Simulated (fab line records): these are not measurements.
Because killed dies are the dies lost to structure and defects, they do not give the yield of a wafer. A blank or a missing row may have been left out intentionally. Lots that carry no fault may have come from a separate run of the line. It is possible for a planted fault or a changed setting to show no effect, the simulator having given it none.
What tool caused it?	flow sky130	24 lots, 72 wafers sampled, at 4 steps of a route of 708

WHAT THE GAUGES READ, wafer by wafer
SKY_FIELD_ISO_CD_MEAS_13: target cd 150 nm.
lot	measured	on	cd_nm (nm)
L074	day 2 05:35	cd_sem-02	149.1 147.7 147.5
L075	day 2 09:39	cd_sem-01	150.0 150.6 150.7
L076	day 2 15:06	cd_sem-02	151.8 150.7 149.4
L077	day 2 20:55	cd_sem-02	150.3 151.2 149.3
L078	day 3 02:52	cd_sem-02	148.7 148.2 148.9
L079	day 3 06:27	cd_sem-02	147.2 147.6 147.8
L080	day 3 13:27	cd_sem-02	151.2 151.3 149.6
L081	day 3 17:28	cd_sem-01	149.3 150.0 151.0
L082	day 3 23:35	cd_sem-01	149.2 147.8 147.6
L083	day 4 03:48	cd_sem-01	149.1 150.2 149.4
L084	day 4 08:17	cd_sem-02	147.5 147.5 147.6
L085	day 4 13:23	cd_sem-01	150.2 149.7 149.4
L086	day 4 19:45	cd_sem-02	150.0 150.5 149.6
L087	day 5 02:10	cd_sem-01	149.7 151.7 151.6
L088	day 5 06:08	cd_sem-02	149.5 149.2 151.7
L089	day 5 11:40	cd_sem-01	150.7 150.9 152.4
L090	day 5 16:04	cd_sem-01	149.0 148.8 149.1
L091	day 5 21:55	cd_sem-01	149.1 151.1 150.2
L092	day 6 01:56	cd_sem-01	148.6 148.4 149.8
L093	day 6 08:49	cd_sem-01	147.9 150.8 148.9
L094	day 6 12:57	cd_sem-02	150.4 149.9 147.7
L095	day 6 18:46	cd_sem-01	149.4 149.1 148.7
L096	day 6 22:59	cd_sem-02	151.9 150.9 150.6
L097	day 7 03:33	cd_sem-01	150.4 149.5 148.8

SKY_CAPM_THK_MEAS_01.
lot	measured	on	CAPM_CVD_00_THK (nm)
L074	day 36 08:20	film_metro-03	15.74 15.26 15.47
L075	day 36 10:23	film_metro-02	15.38 15.33 15.63
L076	day 36 23:55	film_metro-02	15.69 15.67 15.78
L077	day 37 01:03	film_metro-03	15.37 15.52 15.61
L078	day 37 12:47	film_metro-01	15.15 15.41 15.42
L079	day 37 22:30	film_metro-01	15.65 15.55 15.68
L080	day 38 06:34	film_metro-02	15.04 15.22 15.17
L081	day 38 08:22	film_metro-03	15.17 15.62 15.26
L082	day 39 18:32	film_metro-02	15.45 15.06 15.54
L083	day 39 17:35	film_metro-03	15.20 15.14 15.24
L084	day 39 20:35	film_metro-03	15.50 15.38 15.62
L085	day 39 20:14	film_metro-03	15.47 15.56 15.81
L086	day 40 00:26	film_metro-01	15.21 15.78 15.56
L087	day 40 06:17	film_metro-01	15.45 14.99 15.28
L088	day 40 17:17	film_metro-02	15.45 15.13 15.19
L089	day 41 03:26	film_metro-03	15.89 15.37 15.72
L090	day 41 03:38	film_metro-01	15.10 15.40 15.44
L091	day 41 14:10	film_metro-02	15.60 15.55 15.83
L092	day 41 13:28	film_metro-02	15.19 15.30 15.57
L093	day 41 20:07	film_metro-02	15.51 15.76 15.80
L094	day 42 00:48	film_metro-02	15.18 15.38 15.79
L095	day 42 07:16	film_metro-02	15.28 15.35 15.51
L096	day 42 17:26	film_metro-02	15.41 15.27 15.99
L097	day 42 19:53	film_metro-03	15.53 15.65 15.39

TOOL THAT RAN EACH LOT (tool first, then ch and the chambers of the sampled wafers, then the start)
lot	SKY_VIA2_SPUTTER_20	SKY_METAL3_SPUTTER_04
L074	pvd_sputter-04, day 36 07:29	pvd_sputter-03, day 36 08:16
L075	pvd_sputter-01, day 36 09:31	pvd_sputter-04, day 36 10:17
L076	pvd_sputter-02, day 36 23:02	pvd_sputter-03, day 36 23:50
L077	pvd_sputter-01, day 37 00:11	pvd_sputter-03, day 37 00:59
L078	pvd_sputter-01, day 37 11:56	pvd_sputter-04, day 37 12:43
L079	pvd_sputter-01, day 37 21:38	pvd_sputter-01, day 37 22:25
L080	pvd_sputter-04, day 38 05:41	pvd_sputter-01, day 38 06:28
L081	pvd_sputter-02, day 38 07:30	pvd_sputter-04, day 38 08:17
L082	pvd_sputter-02, day 39 17:40	pvd_sputter-04, day 39 18:27
L083	pvd_sputter-02, day 39 16:44	pvd_sputter-01, day 39 17:31
L084	pvd_sputter-02, day 39 19:44	pvd_sputter-04, day 39 20:31
L085	pvd_sputter-04, day 39 19:23	pvd_sputter-01, day 39 20:10
L086	pvd_sputter-04, day 39 23:35	pvd_sputter-03, day 40 00:22
L087	pvd_sputter-02, day 40 05:26	pvd_sputter-03, day 40 06:13
L088	pvd_sputter-04, day 40 16:26	pvd_sputter-01, day 40 17:13
L089	pvd_sputter-02, day 41 02:35	pvd_sputter-01, day 41 03:22
L090	pvd_sputter-04, day 41 02:41	pvd_sputter-04, day 41 03:32
L091	pvd_sputter-04, day 41 13:17	pvd_sputter-01, day 41 14:04
L092	pvd_sputter-02, day 41 12:36	pvd_sputter-01, day 41 13:23
L093	pvd_sputter-02, day 41 19:16	pvd_sputter-01, day 41 20:03
L094	pvd_sputter-01, day 41 23:57	pvd_sputter-04, day 42 00:43
L095	pvd_sputter-02, day 42 06:25	pvd_sputter-01, day 42 07:12
L096	pvd_sputter-04, day 42 16:35	pvd_sputter-01, day 42 17:21
L097	pvd_sputter-01, day 42 19:02	pvd_sputter-04, day 42 19:48
- SKY_VIA2_SPUTTER_20: material TiN, target thk 20 nm, time 80 s.
- SKY_METAL3_SPUTTER_04: material TiN, target thk 70 nm, time 58.3 s.

WHAT THE TOOLS THEMSELVES READ (means of the sampled wafers that have a number; where no wafer has one, the mark that the record gives instead)
SKY_VIA2_SPUTTER_20.
lot	tool	throttle_valve_pct (%)
L074	pvd_sputter-04	30.0
L075	pvd_sputter-01	31.1
L076	pvd_sputter-02	29.7
L077	pvd_sputter-01	30.6
L078	pvd_sputter-01	30.2
L079	pvd_sputter-01	30.8
L080	pvd_sputter-04	29.6
L081	pvd_sputter-02	29.7
L082	pvd_sputter-02	29.6
L083	pvd_sputter-02	29.5
L084	pvd_sputter-02	29.3
L085	pvd_sputter-04	30.9
L086	pvd_sputter-04	29.5
L087	pvd_sputter-02	29.8
L088	pvd_sputter-04	29.8
L089	pvd_sputter-02	29.6
L090	pvd_sputter-04	30.5
L091	pvd_sputter-04	29.7
L092	pvd_sputter-02	29.8
L093	pvd_sputter-02	29.7
L094	pvd_sputter-01	30.8
L095	pvd_sputter-02	29.7
L096	pvd_sputter-04	29.7
L097	pvd_sputter-01	31.1

SKY_METAL3_SPUTTER_04.
lot	tool	throttle_valve_pct (%)
L074	pvd_sputter-03	30.1
L075	pvd_sputter-04	30.9
L076	pvd_sputter-03	29.7
L077	pvd_sputter-03	29.6
L078	pvd_sputter-04	30.3
L079	pvd_sputter-01	31.0
L080	pvd_sputter-01	30.8
L081	pvd_sputter-04	29.7
L082	pvd_sputter-04	30.5
L083	pvd_sputter-01	30.7
L084	pvd_sputter-04	29.5
L085	pvd_sputter-01	30.7
L086	pvd_sputter-03	30.4
L087	pvd_sputter-03	30.2
L088	pvd_sputter-01	31.0
L089	pvd_sputter-01	31.2
L090	pvd_sputter-04	29.1
L091	pvd_sputter-01	31.1
L092	pvd_sputter-01	31.0
L093	pvd_sputter-01	31.4
L094	pvd_sputter-04	29.1
L095	pvd_sputter-01	30.4
L096	pvd_sputter-01	31.1
L097	pvd_sputter-04	29.7

THE ANSWER, worked out from the rows above alone
Rule: the usual values come from the lots themselves. The widest of any qualifying gaps counts: lots, ordered by their means at a reading, are off when they make up no more than a third of the lots, leave a main group of 4 or more, and stand apart from it by 3 or more times the standard deviation of that group's means. The tables above print the reading to a certain number of digits; a main group whose means all agree to those digits is not used. Also off: a lot with no number at a reading for which 4 or more lots have one. The other lots that the step has rows for count as sound. The gauges are gone through in route order, then the tools' own readings, and for those a lot's mean is taken as printed above. The first step at which some lot is off is used, and at that step the reading that is off furthest; a lot without a number counts as furthest.
No lot is off on any of the readings shown, so nothing can be concluded from this.

WHAT THE SIMULATOR HAD INSERTED
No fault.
